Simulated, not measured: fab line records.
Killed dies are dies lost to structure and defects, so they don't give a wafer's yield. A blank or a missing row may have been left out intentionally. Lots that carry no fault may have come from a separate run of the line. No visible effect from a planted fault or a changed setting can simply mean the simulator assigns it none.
Shared-tool check	flow sky130	14 lots, 42 wafers sampled

== WHAT PROMPTED THE OPENING ==
Of 14 lots, 2 have the reading LDD_P_TW flagged at SKY_LDD_P_TW_MEAS_11. Wafers without a fault read 631, standard deviation 5.9.
Rule: flag the lot when none of its wafers has a number, or when each of its wafers that has one lies beyond 4 standard deviations from that mean. The other lots count as sound.

lot	measured	on	LDD_P_TW, wafer by wafer	flag
L136	day 19 08:24	film_metro-03	620 625 623	
L139	day 20 20:28	film_metro-03	630 627 627	
L138	day 20 21:58	film_metro-01	630 626 629	
L140	day 21 10:32	film_metro-01	622 628 624	
L141	day 21 11:32	film_metro-04	637 638 638	
L142	day 21 20:08	film_metro-01	633 630 627	
L144	day 22 23:50	film_metro-04	637 636 638	
L145	day 23 04:52	film_metro-04	637 635 636	
L151	day 25 08:07	film_metro-01	630 630 629	
L152	day 25 20:12	film_metro-04	586 589 588	FLAGGED
L153	day 26 01:03	film_metro-01	580 577 580	FLAGGED
L154	day 26 11:26	film_metro-04	636 635 638	
L157	day 27 03:33	film_metro-03	626 629 627	
L158	day 27 11:59	film_metro-01	630 633 633	
Average over the flagged lots: 583; offset from the usual -48, equal to -8 standard deviations.

== WHICH TOOL RAN EACH LOT ==
The record holds 1 process step before the reading, out of a route of 708 steps. Cell contents, in order: the tool; ch with the chambers the sampled wafers went through; the start.
lot	flag	SKY_LDD_P_IMPLANT_09
L136		implanter-01 ch 0, day 19 08:09
L139		implanter-02 ch 0, day 20 20:15
L138		implanter-04 ch 0, day 20 21:46
L140		implanter-01 ch 0, day 21 10:17
L141		implanter-02 ch 0, day 21 11:17
L142		implanter-01 ch 0, day 21 19:53
L144		implanter-01 ch 0, day 22 23:35
L145		implanter-02 ch 0, day 23 04:38
L151		implanter-04 ch 0, day 25 07:53
L152	FLAGGED	implanter-04 ch 0, day 25 19:58
L153	FLAGGED	implanter-04 ch 0, day 26 00:49
L154		implanter-02 ch 0, day 26 11:11
L157		implanter-01 ch 0, day 27 03:19
L158		implanter-01 ch 0, day 27 11:44
These steps, and what they do:
- SKY_LDD_P_IMPLANT_09
- SKY_LDD_P_TW_MEAS_11

== FLAGGED AGAINST TOTAL, ONE TOOL AT A TIME (gauges that did the reading follow at the end) ==
step	tool	lots run	flagged	share of the flagged lots	sound lots run after its first flagged lot
SKY_LDD_P_IMPLANT_09	implanter-01	6	0	none	-
SKY_LDD_P_IMPLANT_09	implanter-02	4	0	none	-
SKY_LDD_P_IMPLANT_09	implanter-04	4	2	all	0
SKY_LDD_P_TW_MEAS_11	film_metro-01	6	1	some	1 (L158)
SKY_LDD_P_TW_MEAS_11	film_metro-03	3	0	none	-
SKY_LDD_P_TW_MEAS_11	film_metro-04	5	1	some	1 (L154)

== WHAT THE TABLE ALLOWS ==
1 row of the table ran every flagged lot: implanter-04 at SKY_LDD_P_IMPLANT_09.
- implanter-04 at SKY_LDD_P_IMPLANT_09 ran 4 lots, 2 of them flagged. Its last sound lot is L151 (day 25 07:53), its first flagged lot L152 (day 25 19:58): a fault that began between those two fits.
One tool is left: implanter-04 at SKY_LDD_P_IMPLANT_09.

== WHAT THE SIMULATOR HAD INSERTED ==
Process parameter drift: implanter-04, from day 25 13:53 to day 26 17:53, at SKY_LDD_P_IMPLANT_09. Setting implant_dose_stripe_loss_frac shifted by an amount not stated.
Struck lots among those shown: L152, L153. The same result came from the rule above.
